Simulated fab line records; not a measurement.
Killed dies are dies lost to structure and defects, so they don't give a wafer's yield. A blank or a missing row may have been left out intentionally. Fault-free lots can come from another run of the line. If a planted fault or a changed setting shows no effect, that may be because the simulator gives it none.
What tool caused it?    flow sky130    at 1 step of a route of 708, 6 lots with 18 wafers sampled

== WHAT EACH GAUGE READ, for each wafer ==
SKY_VT_ADJUST_LVTN_OVL_MEAS_18.
lot   measured      on          VT_ADJUST_LVTN_01_OVL (nm)
L452  day 7 23:37   overlay-01  1.0 0.0 -0.7
L456  day 9 02:08   overlay-02  -1.2 -2.0 -0.3
L458  day 9 17:00   overlay-02  -0.7 -2.0 -0.3
L462  day 10 19:50  overlay-02  1.0 -0.4 1.1
L466  day 11 21:14  overlay-01  -1.3 -0.8 -0.5
L468  day 12 20:14  overlay-01  -2.1 -1.9 -4.0

== TOOL THAT RAN EACH LOT (tool first, then ch and the chambers of the sampled wafers, then the start) ==
No process step before these readings appears in the record.

== THE ANSWER, worked out from the rows above alone ==
Rule: the lots themselves supply what counts as usual. The widest of any qualifying gaps counts: lots, ordered by their means at a reading, are off when they make up no more than a third of the lots, leave a main group of 4 or more, and stand apart from it by 3 or more times the standard deviation of that group's means. A main group is skipped when, at the precision printed for the reading in the tables above, its means are all equal. Also off: a lot with no number at a reading for which 4 or more lots have one. The other lots that the step has rows for count as sound.
None of the lots is off at any reading shown; this tells nothing.

== WHAT HAD BEEN PUT IN BY THE SIMULATOR ==
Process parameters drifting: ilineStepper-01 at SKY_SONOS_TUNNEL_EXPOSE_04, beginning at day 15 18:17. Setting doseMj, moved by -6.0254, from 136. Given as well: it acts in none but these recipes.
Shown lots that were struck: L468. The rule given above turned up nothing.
